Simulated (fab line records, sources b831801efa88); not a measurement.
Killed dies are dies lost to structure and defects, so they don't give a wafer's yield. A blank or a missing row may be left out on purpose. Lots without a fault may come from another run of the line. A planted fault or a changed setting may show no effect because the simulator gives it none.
fab line records | flow gf180mcu
record lots=6 wafers=18 last_day=34
route steps=602 shown V1@346
lots that met no fault: from a run of the same line without faults
start_h: hours from the record's first day to the start of the lot's first wafer shown | wait_h: hours since the lot's step before | " the same as in the row above | L1.1+2: a row that stands for several wafers | - no value, or no start given | * or withheld: withheld | < > ~ a bound
route shown NAME@n: a module of which the file shows steps, and the number in the route of the first | usual: mean/standard deviation of fault-free wafers | same: alike in all rows | chamber/n: place in a boat | sites: the reading at each site | _std_site: their standard deviation | _edge_site: outer sites' mean less inner sites' | radius_mm: how far each site lies from the wafer's centre | mask NAME#n: copy n | behind: the tool/chamber that last shaped the wafer | hold: why the lot was held/for how many hours/how that ended | device: the transistor (n, p or np) that didn't switch | end of line: the same wafers' tests at the end of the route | a step without rows: its recipe alone | killed: dies lost to structure and defects at the first sort, not the wafer's yield | map: a wafer's dies, x killed, . not, _ none there
set.NAME: the setting as run; set.NAME@STEP: as run at that earlier step | model.NAME: the simulator's own value behind a step, which no gauge read
lots at some steps of the route; a table a step, a row a wafer
services: from which hour (start_h, from the record's first day; less than 0 if before it) a tool's chamber was out of use, for how many hours, and why
## steps
# step GF_V1_EXPOSE_11
# recipe mask_id=Via1 target_cd_nm=260 na=0.68 source_shape=conventional sigma_outer=0.6 dose_mj=38
# step GF_V1_PEB_12
# recipe peb_temp_c=135 peb_time_s=90 resist=KrF
# step GF_V1_DEVELOP_13
# recipe develop_time_s=60 resist=KrF dev_temp_c=21
# step GF_V1_CD_MEAS_14
# recipe target_cd_nm=260
# usual cd_nm=260.2/1.2
# columns lot.wafer tool chamber start_h wait_h cd_nm
L765.2 cd_sem-01 - 404.21 0.2 259.0
L765.4 " - " " 259.3
L765.6 " - " " 257.9
L770.1 cd_sem-02 - 451.80 0.1 258.0
L770.5 " - " " 257.5
L770.6 " - " " 259.1
L771.1 cd_sem-02 - 462.82 0.1 260.1
L771.2 " - " " 259.9
L771.6 " - " " 261.1
L780.1 cd_sem-01 - 542.40 0.1 260.1
L780.2 " - " " 261.9
L780.5 " - " " 260.7
L785.1 cd_sem-02 - 586.37 0.1 260.5
L785.3 " - " " 261.4
L785.5 " - " " 261.4
L787.1 cd_sem-01 - 597.57 0.1 259.5
L787.2 " - " " 260.6
L787.3 " - " " 259.4
# step GF_V1_OVL_MEAS_15
# usual V1_OVL=-1/4.8
# columns lot.wafer tool chamber start_h wait_h V1_OVL[nm]
L765.2 overlay-01 - 404.31 0.1 -4
L765.4 " - " " -7
L765.6 " - " " -7
L770.1 overlay-02 - 451.92 0.1 -2
L770.5 " - " " 3
L770.6 " - " " -5
L771.1 overlay-02 - 462.94 0.1 -3
L771.2 " - " " -1
L771.6 " - " " -5
L780.1 overlay-01 - 542.52 0.1 1
L780.2 " - " " 0
L780.5 " - " " 0
L785.1 overlay-02 - 586.49 0.1 3
L785.3 " - " " 8
L785.5 " - " " 2
L787.1 overlay-01 - 597.69 0.1 -2
L787.2 " - " " 0
L787.3 " - " " -1
# step GF_V1_ETCH_16
# recipe chemistry=N2/H2 target_depth_a=withheld overetch_a=withheld time_s=withheld target=BARC ion_energy_ev=200 source_w=500 bias_w=100 pressure_mtorr=30 n2_flow_sccm=100 h2_flow_sccm=200
# usual drypump_motor_current_A=5.5/0.47 oes_product_au=0.855/0.0051 throttle_valve_pct=13.225/0.0093
# columns lot.wafer tool chamber start_h wait_h drypump_motor_current_A oes_product_au throttle_valve_pct
L765.2 rie_diel-02 0 404.34 0.0 6.4 0.861 13.231
L765.4 " 2 " " 5.7 0.853 13.229
L765.6 " 3 " " 5.3 0.855 13.227
L770.1 rie_diel-03 0 451.95 0.0 6.1 0.858 13.240
L770.5 " 0 " " 6.1 0.844 13.234
L770.6 " 3 " " 4.9 0.849 13.225
L771.1 rie_diel-01 3 462.98 0.0 5.9 0.850 13.214
L771.2 " 0 " " 5.5 0.852 13.224
L771.6 " 0 " " 5.6 0.861 13.226
L780.1 rie_diel-01 3 542.55 0.0 5.9 0.849 13.210
L780.2 " 0 " " 5.6 0.863 13.223
L780.5 " 3 " " 5.9 0.847 13.234
L785.1 rie_diel-02 0 586.53 0.0 6.4 0.850 13.214
L785.3 " 3 " " 5.2 0.856 13.219
L785.5 " 2 " " 5.7 0.856 13.224
L787.1 rie_diel-03 2 597.72 0.0 5.7 0.860 13.224
L787.2 " 0 " " 6.1 0.852 13.239
L787.3 " 3 " " 4.9 0.856 13.211
# step GF_V1_ETCH_17
# recipe chemistry=C4F8/O2/Ar mask_material=KrF target=SiO2 stop_on=TiN source_w=1500 bias_w=1200 pressure_mtorr=40 c4f8_flow_sccm=withheld O2_flow_sccm=6 Ar_flow_sccm=300 time_s=withheld target_depth_a=6300
# usual oes_product_au=0.856/0.0045
# columns lot.wafer tool chamber start_h wait_h oes_product_au
L765.2 rie_diel-02 0 - - 0.856
L765.4 " 2 " " 0.858
L765.6 " 3 " " 0.857
L770.1 rie_diel-03 0 - - 0.853
L770.5 " 0 " " 0.856
L770.6 " 3 " " 0.859
L771.1 rie_diel-01 3 - - 0.857
L771.2 " 0 " " 0.853
L771.6 " 0 " " 0.851
L780.1 rie_diel-01 3 - - 0.849
L780.2 " 0 " " 0.851
L780.5 " 3 " " 0.859
L785.1 rie_diel-02 0 - - 0.855
L785.3 " 3 " " 0.859
L785.5 " 2 " " 0.855
L787.1 rie_diel-03 2 - - 0.855
L787.2 " 0 " " 0.860
L787.3 " 3 " " 0.855
# step GF_V1_STRIP_18
# recipe chemistry=O2/N2 power_w=1400 pressure_mtorr=1500 platen_temp_c=250 o2_flow_sccm=3000 n2_flow_sccm=300 overash_fraction=0.5
# usual drypump_motor_current_A=5.6/0.52 heater_power_w=345/32 oes_product_au=0.592/0.0052
# columns lot.wafer tool chamber start_h wait_h drypump_motor_current_A heater_power_w oes_product_au rf_hours_counter_h
L765.2 plasma_asher-04 1 404.47 - 4.8 284 0.592 78
L765.4 " 0 " " 5.7 302 0.601 -
L765.6 " 1 " " 4.8 287 0.593 -
L770.1 plasma_asher-02 0 452.08 - 5.2 377 0.597 35
L770.5 " 1 " " 6.0 357 0.589 -
L770.6 " 0 " " 5.2 357 0.592 -
L771.1 plasma_asher-02 1 463.11 - 6.0 352 0.599 36
L771.2 " 0 " " 5.2 358 0.587 36
L771.6 " 0 " " 5.2 366 0.597 -
L780.1 plasma_asher-02 0 542.68 - 5.2 367 0.590 44
L780.2 " 1 " " 6.1 359 0.590 44
L780.5 " 1 " " 6.0 358 0.595 -
L785.1 plasma_asher-04 0 586.66 - 5.7 307 0.595 100
L785.3 " 0 " " 5.7 308 0.593 -
L785.5 " 0 " " 5.7 301 0.601 -
L787.1 plasma_asher-01 0 597.85 - 6.4 384 0.603 15
L787.2 " 1 " " 5.7 369 0.598 15
L787.3 " 0 " " 6.5 387 0.588 -
# step GF_V1_STRIP_19
# recipe chemistry=post_etch_residue_remover time_s=1200 temp_c=72.5
# step GF_V1_CLEAN_20
# recipe chemistry=DIW dry=n2_spin
# step GF_V1_SPUTTER_21
# recipe material=Ti target_thk_nm=15 chamber_pressure_pa=4.81 power_w=2500 substrate_temp_c=200 time_s=80.02
# usual throttle_valve_pct=29.3/1.1
# columns lot.wafer tool chamber start_h wait_h throttle_valve_pct
L765.2 pvd_sputter-02 - 405.35 0.0 30.1
L765.4 " - " " 30.4
L765.6 " - " " 28.6
L770.1 pvd_sputter-03 - 452.65 0.0 28.2
L770.5 " - " " 28.0
L770.6 " - " " 31.2
L771.1 pvd_sputter-01 - 463.67 0.0 27.8
L771.2 " - " " 28.7
L771.6 " - " " 29.4
L780.1 pvd_sputter-03 - 543.21 0.0 30.2
L780.2 " - " " 31.3
L780.5 " - " " 30.5
L785.1 pvd_sputter-01 - 587.19 0.0 27.6
L785.3 " - " " 30.2
L785.5 " - " " 29.3
L787.1 pvd_sputter-01 - 598.40 0.0 29.5
L787.2 " - " " 30.3
L787.3 " - " " 28.5
# step GF_V1_SPUTTER_22
# recipe material=TiN target_thk_nm=10 chamber_pressure_pa=5 power_w=4000 time_s=40
# usual throttle_valve_pct=29.3/1.1
# columns lot.wafer tool chamber start_h wait_h throttle_valve_pct
L765.2 pvd_sputter-02 - 405.42 0.0 29.8
L765.4 " - " " 30.3
L765.6 " - " " 28.7
L770.1 pvd_sputter-03 - 452.71 0.0 27.9
L770.5 " - " " 27.9
L770.6 " - " " 31.3
L771.1 pvd_sputter-01 - 463.73 0.0 27.6
L771.2 " - " " 29.1
L771.6 " - " " 29.4
L780.1 pvd_sputter-03 - 543.28 0.0 30.6
L780.2 " - " " 31.2
L780.5 " - " " 30.5
L785.1 pvd_sputter-01 - 587.25 0.0 27.6
L785.3 " - " " 30.3
L785.5 " - " " 29.3
L787.1 pvd_sputter-01 - 598.47 0.0 29.4
L787.2 " - " " 30.7
L787.3 " - " " 28.9
# step GF_V1_CVD_23
# recipe material=W target_thk_nm=350 time_s=105.05 temp_c=400 pressure_torr=40
# usual chamber_pressure_Torr=40.01/0.083 heater_power_outer_w=524/54 heater_power_w=808/43
# columns lot.wafer tool chamber start_h wait_h chamber_pressure_Torr heater_power_outer_w heater_power_w
L765.2 cvd_w-02 1 405.45 0.0 39.96 468 780
L765.4 " 1 " " 39.89 469 763
L765.6 " 1 " " 39.90 471 759
L770.1 cvd_w-02 1 452.75 0.0 - - -
L770.5 " 0 " " - - -
L770.6 " 1 " " - - -
L771.1 cvd_w-02 1 463.77 0.0 - - -
L771.2 " 0 " " - - -
L771.6 " 1 " " - - -
L780.1 cvd_w-01 1 543.31 0.0 40.16 555 832
L780.2 " 0 " " 39.96 451 755
L780.5 " 1 " " 40.07 576 840
L785.1 cvd_w-02 0 587.29 0.0 39.87 589 896
L785.3 " 0 " " 39.87 581 890
L785.5 " 1 " " 39.98 466 778
L787.1 cvd_w-01 0 598.50 0.0 40.05 474 792
L787.2 " 1 " " 39.88 571 835
L787.3 " 0 " " 40.01 460 764
# step GF_V1_RS_MEAS_24
# recipe thk_meas_gauge=four-point-probe reads=W_of_V1_CVD_23+TiN_of_V1_SPUTTER_22+Ti_of_V1_SPUTTER_21
# usual V1_W_RS=0.3271/0.0027
# columns lot.wafer tool chamber start_h wait_h V1_W_RS[ohm/sq]
L765.2 film_metro-03 - 405.59 0.1 0.3256
L765.4 " - " " 0.3243
L765.6 " - " " 0.3280
L770.1 film_metro-04 - 452.86 0.1 42.898
L770.5 " - " " 43.038
L770.6 " - " " 43.039
L771.1 film_metro-03 - 463.88 0.1 41.942
L771.2 " - " " 41.627
L771.6 " - " " 41.833
L780.1 film_metro-03 - 543.43 0.1 0.3289
L780.2 " - " " 0.3271
L780.5 " - " " 0.3284
L785.1 film_metro-03 - 587.40 0.1 0.3267
L785.3 " - " " 0.3256
L785.5 " - " " 0.3323
L787.1 film_metro-02 - 598.62 0.1 0.3223
L787.2 " - " " 0.3248
L787.3 " - " " 0.3220
# step GF_V1_THK_MEAS_25
# recipe thk_meas_gauge=xrf reads=W_of_V1_CVD_23
# usual V1_W_THK=334/5.5
# columns lot.wafer tool chamber start_h wait_h V1_W_THK[nm]
L765.2 film_metro-03 - 405.70 0.1 331
L765.4 " - " " 331
L765.6 " - " " 329
L770.1 film_metro-04 - 452.98 0.1 -
L770.5 " - " " -
L770.6 " - " " -
L771.1 film_metro-03 - 464.00 0.1 <0
L771.2 " - " " <0
L771.6 " - " " <0
L780.1 film_metro-03 - 543.55 0.1 330
L780.2 " - " " 332
L780.5 " - " " 330
L785.1 film_metro-03 - 587.52 0.1 329
L785.3 " - " " 329
L785.5 " - " " 323
L787.1 film_metro-02 - 598.74 0.1 343
L787.2 " - " " 341
L787.3 " - " " 345
# step GF_V1_CMP_26
# recipe stop_on=SiO2 down_force_psi=3.5 platen_rpm=60 t_overpolish_s=15 target_thk_nm=0 pad_velocity_m_s=0.94248
# usual motor_current_A=11.4/1 platen_rpm=60.00/0.035 time_to_endpoint_s=86/3.1
# columns lot.wafer tool chamber start_h wait_h motor_current_A platen_rpm time_to_endpoint_s
L765.2 cmp-01 2 405.96 0.3 10.4 60.01 81
L765.4 " 3 " " 11.6 60.04 81
L765.6 " 0 " " 12.5 60.02 79
L770.1 cmp-01 2 453.04 0.1 10.2 60.01 4
L770.5 " 2 " " 9.6 59.97 4
L770.6 " 3 " " 11.2 60.01 3
L771.2 cmp-02 3 464.06 0.0 13.0 60.02 8
L771.1 " 0 " " 9.9 60.01 7
L771.6 " 0 " " 11.0 60.02 4
L780.1 cmp-02 2 543.61 0.1 10.6 60.03 89
L780.2 " 0 " " 10.6 59.99 89
L780.5 " 3 " " 13.0 60.03 87
L785.3 cmp-02 2 587.58 0.0 11.2 59.96 90
L785.1 " 3 " " 13.7 60.03 90
L785.5 " 3 " " 13.3 60.02 88
L787.2 cmp-02 1 598.85 0.1 10.8 59.94 86
L787.3 " 2 " " 11.0 60.00 90
L787.1 " 3 " " 12.5 60.06 90
## services
# columns tool chamber start_h hours kind
rie_diel-03 1 384.22 20.1 repair
cvd_w-02 0 389.06 1.5 repair
cvd_w-02 - 390.00 14.0 pm
plasma_asher-02 - 390.18 0.9 repair
cmp-02 - 404.00 4.0 pm
cvd_w-01 - 404.00 6.0 pm
cvd_w-01 0 406.86 6.7 repair
cmp-01 - 418.17 1.9 repair
rie_diel-01 - 431.25 1.3 repair
rie_diel-01 - 433.12 1.0 repair
rie_diel-03 - 436.27 0.4 repair
cmp-01 - 442.34 1.8 repair
pvd_sputter-01 - 451.92 1.4 repair
rie_diel-01 1 454.41 15.3 repair
rie_diel-01 - 480.88 2.8 pm
rie_diel-03 3 481.72 8.6 repair
plasma_asher-02 - 502.24 1.9 repair
rie_diel-02 3 516.42 2.4 repair
plasma_asher-02 - 536.55 1.1 repair
rie_diel-03 0 541.17 9.8 repair
rie_diel-01 - 547.98 1.5 repair
pvd_sputter-03 - 561.38 0.7 repair
cmp-02 - 588.57 2.1 repair
cvd_w-02 - 596.77 6.0 pm
## key
first_sign step=GF_V1_CVD_23 reading=tool_record direction=missing
effect step=GF_V1_RS_MEAS_24 reading=V1_W_RS direction=up sigmas=99+ usual=0.3271 struck=42.396
effect step=GF_V1_THK_MEAS_25 reading=V1_W_THK direction=missing
effect step=GF_V1_CMP_26 reading=time_to_endpoint_s direction=down sigmas=26 usual=* struck=*
met_at GF_V1_CVD_23
struck_wafers L770.1,L770.5,L770.6,L771.1,L771.2,L771.6
later_rows_left_out L770.1,L770.5,L770.6,L771.1,L771.2,L771.6
sort_left_out L770.1,L770.5,L770.6,L771.1,L771.2,L771.6
onset_between 405.45 452.75
fault kind=skipped_step_whole tool=cvd_w-02 chamber=- onset_h=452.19 steps=GF_V1_CVD_23 scope=struck_lots_only
# sort_left_out: the simulated sort isn't trusted on such a fault, so these wafers' sort isn't shown, and their yield isn't known
# later_rows_left_out: the simulator's readings of these wafers behind a module that went badly wrong aren't trusted and aren't shown, but for the sort
